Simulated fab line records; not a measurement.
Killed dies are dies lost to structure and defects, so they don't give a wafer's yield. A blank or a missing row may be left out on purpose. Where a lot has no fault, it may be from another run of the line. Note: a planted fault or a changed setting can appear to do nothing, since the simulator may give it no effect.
Matching of chambers | flow gf180mcu | GF_PASSIVATION_ETCH_11 on rie_diel-03 has 4 sister chambers
The step etches the open film in CF4/O2, stops on TiN, target depth 1800 nm, time 400 s. 4 wafers are shown with their chamber, then 8 later ones without.

== EACH WAFER AND ITS CHAMBER ==
wafer  | chamber | drypump_motor_current_A (A)
L075.3 | 3       | 5.7
L083.1 | 1       | 5.7
L083.3 | 0       | 6.1
L085.1 | 2       | 5.4

== WAFERS MISSING THEIR CHAMBER ==
wafer  | drypump_motor_current_A (A)
L085.2 | 5.7
L085.3 | 6.1
L086.2 | 5.5
L086.3 | 6.0
L086.6 | 5.6
L088.1 | 5.6
L088.5 | 5.7
L088.6 | 6.0

== WHICH CHAMBER EACH ONE RAN IN ==
wafer  | from the rows above          | in truth
L085.2 | can't be placed: 1 or 3      | 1
L085.3 | 0                            | 0
L086.2 | can't be placed: 2 or 1 or 3 | 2
L086.3 | 0                            | 0
L086.6 | can't be placed: 1 or 3 or 2 | 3
L088.1 | can't be placed: 1 or 3 or 2 | 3
L088.5 | can't be placed: 1 or 3      | 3
L088.6 | 0                            | 0
Placed correctly: 3 of 8. From these rows, 5 cannot be placed; in 5 the true chamber is one of the candidates. Wrongly placed: 0.
How it was worked out, from the rows above alone: a wafer's distance from a chamber is the root of the sum, over the readings, of the square of ((its reading less the chamber's mean) divided by the reading's scatter). If the next closest chamber is less than 2 further off than the closest, the wafer can't be placed; otherwise it belongs to the closest. The mean given for a chamber averages the wafers shown for that chamber. The scatter: root of mean squared gap, hidden wafer to nearest shown wafer, with one shown wafer a chamber.
